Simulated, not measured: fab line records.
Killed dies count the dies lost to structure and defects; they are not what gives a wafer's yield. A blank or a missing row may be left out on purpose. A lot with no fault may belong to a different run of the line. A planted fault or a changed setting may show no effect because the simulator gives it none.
fab line records -- flow sky130
record lots=11, wafers=32, last_day=50
route steps=708 shown PWDE@54 SONOS_TUNNEL@166 POLY_GATE@231 CAPM@537 METAL3@567 PAD_OPEN@708
lots that met no fault: taken from a fault-free run of the same line
start_h: the number of hours between the record's first day and the start of the first shown wafer of the lot -- wait_h: time in hours since the lot's previous step -- " same as the row above -- L1.1+2: one row covering several wafers at once -- - value missing, or start not given -- * or withheld: withheld -- < > ~ a bound
route shown NAME@n: a module of which the file shows steps, and the number in the route of the first -- usual: average and standard deviation across the fault-free wafers -- same: alike in all rows -- chamber/n: place in a boat -- sites: each site's reading -- _std_site: standard deviation of those values -- _edge_site: the outer-site mean with the inner-site mean subtracted -- radius_mm: how far each site lies from the wafer's centre -- mask NAME#n: copy n -- behind: tool/chamber where the wafer was last shaped -- hold: the reason the lot was held/the length of the hold in hours/how it ended -- device: which transistor (n, p or np) failed to switch -- end of line: the tests these same wafers got at the end of their route -- step lacking rows: just its recipe -- killed: count of dies lost to structure and defects at first sort (not the wafer's yield) -- map: per-die view of a wafer (x killed, . not killed, _ where there is no die)
set.NAME: the setting the step ran with; set.NAME@STEP: the setting that earlier step ran with -- model.NAME: the simulator's own value behind a step, which no gauge read
steps of the route over a sample of lots; a table a step, a row a wafer
services: a tool's chamber out of use, with start hour (start_h, from the record's first day; less than 0 if before it), hours out, and reason
## steps
# step SKY_PWDE_STRIP_09
# recipe chemistry=O2/N2, power_w=1400, pressure_mtorr=1500, platen_temp_c=withheld, o2_flow_sccm=3000, n2_flow_sccm=300, overash_fraction=0.5
# usual chamber_pressure_mTorr=1499.9/1.3, drypump_motor_current_A=5.5/0.44, n2_flow_sccm=300.0/0.86, oes_product_au=0.723/0.0043, strip_time_to_endpoint_s=36.91/0.12
lot.wafer,tool,chamber,start_h,wait_h,chamber_pressure_mTorr,drypump_motor_current_A,n2_flow_sccm,oes_product_au,rf_hours_counter_h,strip_time_to_endpoint_s
L887.1,plasma_asher-04,1,73.59,0.1,1498.7,5.8,298.8,0.725,26,36.96
L887.2,plasma_asher-04,0,73.59,0.1,1501.3,5.1,298.4,0.724,26,36.90
L887.5,plasma_asher-04,0,73.59,0.1,1499.8,5.1,301.1,0.714,-,36.82
L888.2,plasma_asher-04,1,80.96,0.1,1501.3,5.9,300.0,0.728,27,36.87
L888.4,plasma_asher-04,1,80.96,0.1,1502.0,5.8,300.8,0.725,-,36.82
L888.5,plasma_asher-04,0,80.96,0.1,1499.8,5.1,298.8,0.727,-,36.89
L889.2,plasma_asher-02,0,87.16,0.1,1501.6,5.0,300.3,0.724,38,37.11
L889.3,plasma_asher-02,0,87.16,0.1,1499.0,5.1,300.8,0.723,-,36.85
L889.5,plasma_asher-02,0,87.16,0.1,1500.8,5.1,300.9,0.721,-,36.95
L890.2,plasma_asher-01,1,108.06,0.1,1497.1,5.0,299.7,0.722,42,36.94
L890.3,plasma_asher-01,1,108.06,0.1,1501.8,5.0,298.8,0.720,-,36.86
L890.5,plasma_asher-01,0,108.06,0.1,1497.4,6.1,300.0,0.723,-,36.80
L891.4,plasma_asher-02,1,109.12,0.1,1501.2,5.7,299.5,0.726,-,36.89
L891.5,plasma_asher-02,1,109.12,0.1,1497.1,5.7,300.4,0.719,-,36.89
L891.6,plasma_asher-02,0,109.12,0.1,1502.5,5.1,298.6,0.716,-,36.91
L893.2,plasma_asher-04,1,114.41,0.1,1500.6,5.8,300.5,0.725,30,37.09
L893.4,plasma_asher-04,0,114.41,0.1,1499.7,5.1,300.8,0.726,-,36.88
L893.5,plasma_asher-04,0,114.41,0.1,1501.7,5.1,300.6,0.726,-,36.99
L896.1,plasma_asher-01,0,122.45,0.1,1500.7,6.1,302.0,0.728,44,36.88
L896.4,plasma_asher-01,1,122.45,0.1,1500.6,5.0,299.1,0.722,-,37.00
L896.5,plasma_asher-01,0,122.45,0.1,1497.3,6.1,300.5,0.723,-,37.04
L897.2,plasma_asher-04,1,129.30,0.1,1500.2,5.8,300.4,0.729,32,36.83
L897.5,plasma_asher-04,0,129.30,0.1,1498.3,5.1,301.2,0.719,-,36.79
L897.6,plasma_asher-04,1,129.30,0.1,1499.0,5.8,299.8,0.729,-,36.72
L898.2,plasma_asher-04,1,138.41,0.1,1499.9,5.8,299.2,0.721,32,37.11
L898.3,plasma_asher-04,0,138.41,0.1,1500.1,5.1,299.7,0.722,-,36.91
L898.5,plasma_asher-04,1,138.41,0.1,1500.5,5.8,300.4,0.729,-,36.88
L905.1,plasma_asher-01,0,176.69,0.1,1499.5,6.1,300.0,0.724,49,37.04
L905.6,plasma_asher-01,0,176.69,0.1,1500.2,6.1,300.0,0.724,-,37.06
L908.1,plasma_asher-04,0,193.95,0.1,1501.8,5.1,299.9,0.723,38,36.81
L908.3,plasma_asher-04,0,193.95,0.1,1501.7,5.1,300.1,0.720,-,36.94
L908.4,plasma_asher-04,1,193.95,0.1,1501.2,5.8,300.7,0.725,-,36.92
# step SKY_SONOS_TUNNEL_TW_MEAS_12
# usual SONOS_TUNNEL_TW=197.1/1.7
lot.wafer,tool,chamber,start_h,wait_h,SONOS_TUNNEL_TW
L887.1,film_metro-02,-,262.29,0.0,197.7
L887.2,film_metro-02,-,262.29,0.0,197.8
L887.5,film_metro-02,-,262.29,0.0,197.5
L888.2,film_metro-03,-,272.38,0.0,197.7
L888.4,film_metro-03,-,272.38,0.0,198.1
L888.5,film_metro-03,-,272.38,0.0,198.1
L889.2,film_metro-02,-,280.53,0.0,196.3
L889.3,film_metro-02,-,280.53,0.0,197.8
L889.5,film_metro-02,-,280.53,0.0,196.8
L890.2,film_metro-02,-,307.68,0.0,198.9
L890.3,film_metro-02,-,307.68,0.0,196.6
L890.5,film_metro-02,-,307.68,0.0,196.9
L891.4,film_metro-04,-,311.35,0.0,195.0
L891.5,film_metro-04,-,311.35,0.0,194.5
L891.6,film_metro-04,-,311.35,0.0,194.2
L893.2,film_metro-03,-,320.90,0.0,200.2
L893.4,film_metro-03,-,320.90,0.0,199.2
L893.5,film_metro-03,-,320.90,0.0,199.7
L896.1,film_metro-03,-,328.67,0.0,198.1
L896.4,film_metro-03,-,328.67,0.0,199.4
L896.5,film_metro-03,-,328.67,0.0,199.6
L897.2,film_metro-04,-,340.93,0.0,196.7
L897.5,film_metro-04,-,340.93,0.0,195.5
L897.6,film_metro-04,-,340.93,0.0,196.6
L898.2,film_metro-02,-,349.85,0.0,197.9
L898.3,film_metro-02,-,349.85,0.0,197.3
L898.5,film_metro-02,-,349.85,0.0,196.5
L905.1,film_metro-03,-,405.29,0.0,198.5
L905.6,film_metro-03,-,405.29,0.0,198.0
L908.1,film_metro-04,-,430.45,0.0,195.4
L908.3,film_metro-04,-,430.45,0.0,195.2
L908.4,film_metro-04,-,430.45,0.0,194.3
# step SKY_POLY_GATE_ETCH_17
# recipe target_depth_nm=180, stop_on=SiO2, over_etch_frac=0.56667, chemistry=HBr/Cl2, target=poly-Si, icp_w=400, bias_w=100, pressure_mtorr=10, HBr_flow_sccm=150, Cl2_flow_sccm=50, time_s=70.5
# usual chamber_pressure_mTorr=9.999/0.0095, drypump_motor_current_A=5.8/0.42, oes_product_au=0.985/0.0078, throttle_valve_pct=33.684/0.0097
lot.wafer,tool,chamber,start_h,wait_h,chamber_pressure_mTorr,drypump_motor_current_A,oes_product_au,rf_hours_counter_h,throttle_valve_pct
L887.1,rie_si-01,3,388.19,0.0,9.991,6.6,0.981,3,33.666
L887.2,rie_si-01,0,388.19,0.0,9.998,5.7,0.987,51,33.699
L887.5,rie_si-01,1,388.19,0.0,10.000,6.1,0.985,-,33.688
L888.2,rie_si-02,2,395.59,0.0,9.988,5.3,0.975,3,33.678
L888.4,rie_si-02,1,395.59,0.0,9.993,5.6,0.980,3,33.685
L888.5,rie_si-02,0,395.59,0.0,9.991,5.6,0.973,-,33.692
L889.2,rie_si-01,3,404.16,0.0,9.998,6.6,0.969,3,33.677
L889.3,rie_si-01,2,404.16,0.0,10.007,6.1,0.977,2,33.697
L889.5,rie_si-01,0,404.16,0.0,9.995,5.8,0.975,-,33.686
L890.2,rie_si-01,2,433.44,0.0,10.004,6.1,0.996,3,33.673
L890.3,rie_si-01,3,433.44,0.0,10.004,6.6,0.975,3,33.684
L890.5,rie_si-01,1,433.44,0.0,9.993,6.1,0.986,-,33.682
L891.4,rie_si-02,1,438.79,0.0,10.006,5.6,0.975,-,33.692
L891.5,rie_si-02,0,438.79,0.0,10.006,5.6,0.993,-,33.678
L891.6,rie_si-02,2,438.79,0.0,10.008,5.3,0.987,-,33.706
L893.2,rie_si-01,1,454.11,0.0,9.998,6.1,0.978,4,33.685
L893.4,rie_si-01,1,454.11,0.0,9.999,6.1,0.990,-,33.662
L893.5,rie_si-01,0,454.11,0.0,9.994,5.8,0.985,-,33.686
L896.1,rie_si-01,2,458.19,0.0,9.992,6.1,0.981,3,33.676
L896.4,rie_si-01,3,458.19,0.0,9.973,6.6,0.992,4,33.672
L896.5,rie_si-01,1,458.19,0.0,10.003,6.1,0.964,-,33.689
L897.2,rie_si-01,1,471.34,0.0,10.001,6.2,0.967,4,33.678
L897.5,rie_si-01,2,471.34,0.0,10.001,6.1,0.972,-,33.701
L897.6,rie_si-01,3,471.34,0.0,10.012,6.6,0.983,-,33.672
L898.2,rie_si-02,1,482.81,0.0,9.996,5.6,0.989,4,33.688
L898.3,rie_si-02,2,482.81,0.0,10.006,5.3,0.982,3,33.683
L898.5,rie_si-02,0,482.81,0.0,9.987,5.6,0.990,-,33.683
L905.1,rie_si-01,0,543.33,0.0,10.014,5.8,1.000,0,33.683
L905.6,rie_si-01,0,543.33,0.0,10.015,5.8,0.992,-,33.685
L908.1,rie_si-02,3,566.76,0.0,10.011,5.3,0.976,0,33.669
L908.3,rie_si-02,0,566.76,0.0,10.004,5.6,0.986,1,33.688
L908.4,rie_si-02,2,566.76,0.0,10.003,5.3,0.979,4,33.683
# step SKY_CAPM_CVD_00
# recipe material=SiO2, target_thk_nm=15.5, temp_c=400, time_s=withheld, rf_w=450
# usual heater_power_w=706/96
lot.wafer,tool,chamber,start_h,wait_h,heater_power_w
L887.1,pecvd-03,0,869.38,0.0,751
L887.2,pecvd-03,2,869.38,0.0,645
L887.5,pecvd-03,1,869.38,0.0,540
L888.2,pecvd-01,2,875.94,0.0,858
L888.4,pecvd-01,2,875.94,0.0,857
L888.5,pecvd-01,1,875.94,0.0,782
L889.2,pecvd-03,0,881.04,0.0,801
L889.3,pecvd-03,2,881.04,0.0,611
L889.5,pecvd-03,1,881.04,0.0,559
L890.2,pecvd-03,0,906.68,0.0,827
L890.3,pecvd-03,1,906.68,0.0,523
L890.5,pecvd-03,1,906.68,0.0,517
L891.4,pecvd-03,0,911.24,0.0,695
L891.5,pecvd-03,2,911.24,0.0,707
L891.6,pecvd-03,1,911.24,0.0,500
L893.2,pecvd-04,2,924.34,0.0,740
L893.4,pecvd-04,2,924.34,0.0,712
L893.5,pecvd-04,0,924.34,0.0,648
L896.1,pecvd-03,0,927.37,0.0,776
L896.4,pecvd-03,1,927.37,0.0,571
L896.5,pecvd-03,0,927.37,0.0,754
L897.2,pecvd-04,2,938.56,0.0,688
L897.5,pecvd-04,2,938.56,0.0,648
L897.6,pecvd-04,0,938.56,0.0,670
L898.2,pecvd-01,1,946.10,0.0,888
L898.3,pecvd-01,2,946.10,0.0,785
L898.5,pecvd-01,1,946.10,0.0,890
L905.1,pecvd-03,2,994.48,0.0,762
L905.6,pecvd-03,0,994.48,0.0,781
L908.1,pecvd-01,2,1014.02,0.0,788
L908.3,pecvd-01,1,1014.02,0.0,792
L908.4,pecvd-01,2,1014.02,0.0,794
# step SKY_CAPM_THK_MEAS_01
# recipe reads=SiO2_of_CAPM_CVD_00
# usual CAPM_CVD_00_THK=15.47/0.2
lot.wafer,tool,chamber,start_h,wait_h,CAPM_CVD_00_THK[nm]
L887.1,film_metro-03,-,869.40,-,15.62
L887.2,film_metro-03,-,869.40,-,15.63
L887.5,film_metro-03,-,869.40,-,15.92
L888.2,film_metro-04,-,875.97,-,15.09
L888.4,film_metro-04,-,875.97,-,15.43
L888.5,film_metro-04,-,875.97,-,15.57
L889.2,film_metro-04,-,881.07,-,15.25
L889.3,film_metro-04,-,881.07,-,15.52
L889.5,film_metro-04,-,881.07,-,15.74
L890.2,film_metro-03,-,906.71,-,15.32
L890.3,film_metro-03,-,906.71,-,15.35
L890.5,film_metro-03,-,906.71,-,15.60
L891.4,film_metro-01,-,911.28,-,15.65
L891.5,film_metro-01,-,911.28,-,15.63
L891.6,film_metro-01,-,911.28,-,15.74
L893.2,film_metro-04,-,924.37,-,15.20
L893.4,film_metro-04,-,924.37,-,15.46
L893.5,film_metro-04,-,924.37,-,15.29
L896.1,film_metro-04,-,927.39,-,15.53
L896.4,film_metro-04,-,927.39,-,15.61
L896.5,film_metro-04,-,927.39,-,15.59
L897.2,film_metro-04,-,938.59,-,15.21
L897.5,film_metro-04,-,938.59,-,15.56
L897.6,film_metro-04,-,938.59,-,15.55
L898.2,film_metro-04,-,946.13,-,15.08
L898.3,film_metro-04,-,946.13,-,15.02
L898.5,film_metro-04,-,946.13,-,15.57
L905.1,film_metro-01,-,994.50,-,15.51
L905.6,film_metro-01,-,994.50,-,21.47
L908.1,film_metro-04,-,1014.04,-,15.69
L908.3,film_metro-04,-,1014.04,-,15.45
L908.4,film_metro-04,-,1014.04,-,15.75
# step SKY_METAL3_ETCH_17
# recipe target=SiO2, stop_on=TiN, chemistry=C4F8/O2/Ar, source_w=1500, bias_w=1200, pressure_mtorr=40, c4f8_flow_sccm=withheld, O2_flow_sccm=6, Ar_flow_sccm=300, time_s=3.9, target_depth_a=150
# usual chamber_pressure_mTorr=40.00/0.032, oes_product_au=0.754/0.0064
lot.wafer,tool,chamber,start_h,wait_h,chamber_pressure_mTorr,oes_product_au
L887.1,rie_diel-02,0,922.40,0.1,39.92,0.752
L887.2,rie_diel-02,1,922.40,0.1,40.01,0.761
L887.5,rie_diel-02,2,922.40,0.1,39.98,0.763
L888.2,rie_diel-02,3,928.03,0.1,40.03,0.754
L888.4,rie_diel-02,0,928.03,0.1,40.00,0.751
L888.5,rie_diel-02,3,928.03,0.1,39.99,0.749
L889.2,rie_diel-04,2,932.65,0.1,39.97,0.752
L889.3,rie_diel-04,3,932.65,0.1,40.00,0.753
L889.5,rie_diel-04,2,932.65,0.1,39.99,0.772
L890.2,rie_diel-02,3,957.09,0.1,40.08,0.751
L890.3,rie_diel-02,2,957.09,0.1,39.98,0.746
L890.5,rie_diel-02,2,957.09,0.1,39.99,0.762
L891.4,rie_diel-04,3,961.10,0.0,40.01,0.761
L891.5,rie_diel-04,1,961.10,0.0,39.95,0.755
L891.6,rie_diel-04,0,961.10,0.0,40.02,0.752
L893.2,rie_diel-04,3,973.99,0.1,39.95,0.744
L893.4,rie_diel-04,2,973.99,0.1,40.06,0.749
L893.5,rie_diel-04,3,973.99,0.1,39.99,0.753
L896.1,rie_diel-02,3,977.19,0.1,40.02,0.761
L896.4,rie_diel-02,0,977.19,0.1,40.02,0.751
L896.5,rie_diel-02,2,977.19,0.1,39.97,0.761
L897.2,rie_diel-03,0,987.94,0.1,40.00,0.752
L897.5,rie_diel-03,3,987.94,0.1,39.99,0.744
L897.6,rie_diel-03,2,987.94,0.1,40.00,0.755
L898.2,rie_diel-03,0,995.39,0.1,39.97,0.741
L898.3,rie_diel-03,1,995.39,0.1,40.02,0.745
L898.5,rie_diel-03,0,995.39,0.1,40.01,0.750
L905.1,rie_diel-03,1,1041.19,0.1,40.00,0.748
L905.6,rie_diel-03,1,1041.19,0.1,39.97,0.896
L908.1,rie_diel-03,0,1060.59,0.1,39.96,0.758
L908.3,rie_diel-03,2,1060.59,0.1,40.08,0.751
L908.4,rie_diel-03,3,1060.59,0.1,40.04,0.757
# step SKY_PAD_OPEN_PROBE_99
# usual defect_limited_yield=82.6/1.8, killed_at_M0_to_M3=43/6.6, killed_at_M4_up=2.9/1.6, killed_at_contacts=24/4.9, killed_at_front_end=15/4.5, killed_at_other=0.2/0.45, killed_dies=86/8.8, killed_open=48/6.4, killed_short=38/5.6
# same gross_dies=492, killed_at_back_side=0
lot.wafer,tool,chamber,start_h,wait_h,defect_limited_yield[%],killed_at_M0_to_M3,killed_at_M4_up,killed_at_contacts,killed_at_front_end,killed_at_other,killed_dies,killed_open,killed_short
L891.4,prober-01,-,1126.39,0.2,83.3,43,6,20,13,0,82,45,37
L891.5,prober-01,-,1126.44,0.2,79.1,49,3,31,20,0,103,62,41
L891.6,prober-01,-,1126.49,0.2,81.5,45,2,26,18,0,91,52,39
L893.2,prober-01,-,1136.98,0.1,81.7,41,4,30,15,0,90,46,44
L893.4,prober-01,-,1137.08,0.2,80.9,53,3,27,11,0,94,57,37
L893.5,prober-01,-,1137.13,0.2,82.1,42,1,24,21,0,88,45,43
L896.1,prober-02,-,1140.03,0.1,82.7,39,5,25,16,0,85,50,35
L896.4,prober-02,-,1140.18,0.2,83.1,42,1,19,21,0,83,46,37
L897.2,prober-02,-,1149.63,0.1,82.7,42,4,24,15,0,85,54,31
L897.5,prober-02,-,1149.78,0.2,83.9,35,5,27,12,0,79,42,37
L897.6,prober-02,-,1149.83,0.2,81.5,42,3,30,15,1,91,46,45
L898.2,prober-01,-,1153.37,0.1,82.5,38,5,25,18,0,86,49,37
L898.3,prober-01,-,1153.42,0.2,77.6,54,3,24,29,0,110,64,46
L898.5,prober-01,-,1153.52,0.2,83.5,34,3,24,20,0,81,49,32
# killed by level:class
L891.4 CONTACT:geometric_particle:open=9 FIELD_ISO:geometric_particle:open=8 VIA2:geometric_particle:open=8 VIA1:geometric_particle:open=7 VIA3:geometric_particle:open=6 LOCAL_INTERCONNECT:geometric_particle:short=5 METAL2:geometric_particle:short=5 POLY_GATE:geometric_particle:short=4
L891.5 VIA2:geometric_particle:open=13 CONTACT:geometric_particle:open=11 LI_CONTACT:geometric_particle:open=10 VIA1:geometric_particle:open=8 VIA3:geometric_particle:open=6 METAL2:geometric_particle:short=5 VIA2:geometric_particle:short=5 LOCAL_INTERCONNECT:geometric_particle:short=4
L891.6 CONTACT:geometric_particle:open=11 VIA1:geometric_particle:open=11 VIA1:geometric_particle:short=7 POLY_GATE:geometric_particle:short=6 LI_CONTACT:geometric_particle:open=6 VIA2:geometric_particle:open=6 LOCAL_INTERCONNECT:geometric_particle:short=5 POLY_GATE:geometric_particle:open=5
L893.2 CONTACT:geometric_particle:open=12 CONTACT:geometric_particle:short=7 FIELD_ISO:geometric_particle:open=6 VIA1:geometric_particle:open=6 VIA3:geometric_particle:open=6 VIA2:geometric_particle:open=5 METAL1:geometric_particle:short=5 LI_CONTACT:geometric_particle:open=4
L893.4 VIA1:geometric_particle:open=15 LI_CONTACT:geometric_particle:open=10 VIA1:geometric_particle:short=7 METAL2:geometric_particle:short=7 CONTACT:geometric_particle:open=6 VIA3:geometric_particle:open=6 METAL2:geometric_particle:open=5 VIA3:geometric_particle:short=5
L893.5 FIELD_ISO:geometric_particle:short=8 LI_CONTACT:geometric_particle:open=7 VIA2:geometric_particle:open=7 VIA3:geometric_particle:open=6 CONTACT:geometric_particle:short=6 CONTACT:geometric_particle:open=5 VIA1:geometric_particle:short=5 FIELD_ISO:geometric_particle:open=4
L896.1 CONTACT:geometric_particle:open=10 VIA3:geometric_particle:open=10 VIA1:geometric_particle:open=10 LI_CONTACT:geometric_particle:open=6 FIELD_ISO:geometric_particle:open=5 METAL4:geometric_particle:short=4 METAL2:geometric_particle:short=4 LOCAL_INTERCONNECT:geometric_particle:short=4
L896.4 VIA2:geometric_particle:open=10 LI_CONTACT:geometric_particle:open=9 METAL1:geometric_particle:short=6 POLY_GATE:geometric_particle:open=5 POLY_GATE:geometric_particle:short=5 LOCAL_INTERCONNECT:geometric_particle:short=5 VIA3:geometric_particle:open=5 FIELD_ISO:geometric_particle:open=4
L897.2 VIA1:geometric_particle:open=13 CONTACT:geometric_particle:open=10 LI_CONTACT:geometric_particle:open=10 METAL1:geometric_particle:short=7 POLY_GATE:geometric_particle:open=6 VIA2:geometric_particle:open=5 VIA1:geometric_particle:short=4 FIELD_ISO:geometric_particle:open=3
L897.5 LI_CONTACT:geometric_particle:open=9 VIA3:geometric_particle:open=8 CONTACT:geometric_particle:open=7 METAL2:geometric_particle:short=7 METAL4:geometric_particle:short=5 VIA2:geometric_particle:open=5 FIELD_ISO:geometric_particle:short=4 CONTACT:geometric_particle:short=4
L897.6 VIA1:geometric_particle:open=14 CONTACT:geometric_particle:open=13 POLY_GATE:geometric_particle:short=7 CONTACT:geometric_particle:short=6 LOCAL_INTERCONNECT:geometric_particle:short=6 VIA2:geometric_particle:open=6 FIELD_ISO:geometric_particle:short=5 VIA3:geometric_particle:short=5
L898.2 LI_CONTACT:geometric_particle:open=10 VIA1:geometric_particle:open=9 METAL1:geometric_particle:short=7 CONTACT:geometric_particle:open=6 FIELD_ISO:geometric_particle:open=5 FIELD_ISO:geometric_particle:short=4 POLY_GATE:geometric_particle:open=4 LI_CONTACT:geometric_particle:short=4
L898.3 VIA1:geometric_particle:open=15 VIA3:geometric_particle:open=10 CONTACT:geometric_particle:open=10 FIELD_ISO:geometric_particle:short=9 VIA1:geometric_particle:short=8 VIA2:geometric_particle:open=7 LOCAL_INTERCONNECT:geometric_particle:short=6 POLY_GATE:geometric_particle:open=5
L898.5 CONTACT:geometric_particle:open=11 VIA1:geometric_particle:open=7 VIA2:geometric_particle:open=7 POLY_GATE:geometric_particle:open=5 POLY_GATE:geometric_particle:short=5 LI_CONTACT:geometric_particle:open=5 VIA3:geometric_particle:open=5 METAL1:geometric_particle:short=4
## services
tool,chamber,start_h,hours,kind
rie_si-01,3,72.54,4.6,repair
pecvd-03,-,82.79,28.1,pm
pecvd-03,0,113.08,7.6,repair
pecvd-03,2,126.95,4.5,repair
pecvd-03,-,129.60,0.7,repair
plasma_asher-04,-,134.99,0.9,repair
plasma_asher-04,-,139.09,1.6,repair
pecvd-03,-,146.07,14.6,pm
rie_si-01,0,155.47,5.7,repair
pecvd-03,-,160.67,6.0,pm
pecvd-03,1,169.85,7.8,repair
pecvd-03,1,181.82,3.7,repair
rie_si-01,1,234.99,27.6,repair
plasma_asher-04,-,308.94,3.7,repair
rie_si-01,-,383.38,0.2,repair
rie_si-01,3,452.85,3.2,repair
plasma_asher-04,-,703.91,2.8,pm
rie_si-01,-,727.52,2.8,pm
rie_si-01,2,734.38,3.8,repair
rie_si-01,1,819.74,22.7,repair
rie_si-01,3,844.19,4.7,repair
rie_si-01,-,856.63,14.6,pm
rie_si-01,-,1032.62,0.8,repair
plasma_asher-04,-,1055.25,9.0,pm
## key
first_sign step=SKY_CAPM_THK_MEAS_01, reading=CAPM_CVD_00_THK, direction=up, sigmas=30, usual=15.47, struck=21.47
effect step=SKY_METAL3_ETCH_17, reading=oes_product_au, direction=up, sigmas=22, usual=0.754, struck=0.896
met_at SKY_CAPM_CVD_00
struck_lots L905
struck_wafers L905.6
not_acting_at SKY_PWDE_STRIP_09,SKY_SONOS_TUNNEL_TW_MEAS_12,SKY_POLY_GATE_ETCH_17
onset_between 927.37 994.48
fault kind=process_parameter_drift, tool=pecvd-03, chamber=-, onset_h=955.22, steps=SKY_CAPM_CVD_00, channel=target_thk_nm, offset=6.0925, shape=step, end_h=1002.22, scope=struck_wafers_only, acts_in=these_recipes_only, stated=15.5
